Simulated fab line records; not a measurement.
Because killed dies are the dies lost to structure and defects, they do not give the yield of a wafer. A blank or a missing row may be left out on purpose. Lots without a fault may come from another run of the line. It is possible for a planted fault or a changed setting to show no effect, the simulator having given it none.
Chamber matching    flow sky130    4 sister chambers for SKY_VIA4_CMP_02 on cmp-02
The step polishes SiO2. 27 wafers are shown with their chamber, then 12 later ones without.

## EACH WAFER AND ITS CHAMBER
wafer   chamber  motor current A (A)  edge zone pressure frac  slurry flow ml min
L074.1  2        12.8                 1.001                    150.0
L074.3  1        11.7                 1.004                    150.4
L074.4  3        11.7                 1.004                    150.3
L075.1  3        11.2                 1.001                    150.3
L075.2  0        11.3                 0.996                    150.2
L075.5  1        11.5                 1.007                    149.6
L077.1  1        11.1                 1.000                    149.6
L077.2  0        11.0                 1.004                    149.8
L077.6  2        12.3                 1.003                    150.0
L078.1  0        11.9                 0.997                    150.3
L078.2  1        10.7                 1.001                    149.9
L078.5  0        11.2                 1.000                    151.2
L079.1  3        11.6                 1.000                    149.5
L079.3  2        12.1                 1.003                    150.2
L079.5  2        11.8                 0.997                    150.2
L081.1  2        12.2                 0.999                    150.1
L081.3  3        11.8                 1.004                    149.6
L081.5  1        11.3                 0.997                    151.1
L082.2  0        11.4                 0.999                    149.6
L082.5  2        12.3                 0.995                    150.6
L082.6  1        11.2                 0.995                    149.6
L083.2  1        11.3                 0.996                    149.8
L083.4  0        10.8                 0.993                    150.4
L083.6  3        11.6                 0.992                    150.4
L086.1  2        12.6                 1.003                    149.1
L086.4  0        11.5                 1.002                    149.4
L086.5  0        11.1                 0.999                    149.8

SIGNATURES (means of the wafers above)
reading                  chamber 0  chamber 1  chamber 2  chamber 3  scatter within a chamber
motor current A          11.275     11.257     12.300     11.580     0.312
edge zone pressure frac  0.99875    1.00000    1.00014    1.00020    0.00395
slurry flow ml min       150.088    150.000    150.029    150.020    0.518
Rule: for a wafer and a chamber, the distance is found by dividing, reading by reading, the gap between the wafer's reading and the chamber's mean by the reading's scatter, squaring, summing and taking the root. The wafer belongs to the nearest chamber; if the next one is less than 2 further off, it can't be placed. The scatter: take each reading less its chamber's mean, square it, sum over the shown wafers, divide by the number of wafers less the number of chambers, and take the root.

## WAFERS WITHOUT THEIR CHAMBER
wafer   motor current A (A)  edge zone pressure frac  slurry flow ml min
L088.2  11.4                 0.997                    150.5
L088.4  11.8                 1.003                    149.9
L088.5  11.9                 0.991                    149.5
L091.2  11.9                 1.003                    150.3
L091.3  12.5                 1.002                    149.6
L091.4  11.9                 0.991                    150.3
L093.3  11.3                 0.997                    151.1
L093.4  11.6                 0.994                    149.3
L093.5  11.0                 1.005                    150.6
L097.1  11.8                 1.001                    150.0
L097.2  10.8                 1.004                    149.8
L097.4  10.5                 1.001                    149.4

## THE CHAMBER EACH PASSED THROUGH
wafer   from the rows above                in truth
L088.2  can't be placed: 0 or 1 or 3       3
L088.4  can't be placed: 3 or 2 or 1 or 0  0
L088.5  can't be placed: 3 or 2 or 0 or 1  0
L091.2  can't be placed: 3 or 2 or 1 or 0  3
L091.3  can't be placed: 2 or 3            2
L091.4  can't be placed: 3 or 2 or 0 or 1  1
L093.3  can't be placed: 0 or 1 or 3 or 2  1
L093.4  can't be placed: 3 or 0 or 1 or 2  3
L093.5  can't be placed: 1 or 0 or 3       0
L097.1  can't be placed: 3 or 2 or 1 or 0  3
L097.2  can't be placed: 1 or 0 or 3       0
L097.4  can't be placed: 1 or 0 or 3       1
Correctly placed: 0 of 12. From these rows, 12 cannot be placed; in 12 the true chamber is one of the candidates. Placed wrongly: 0.
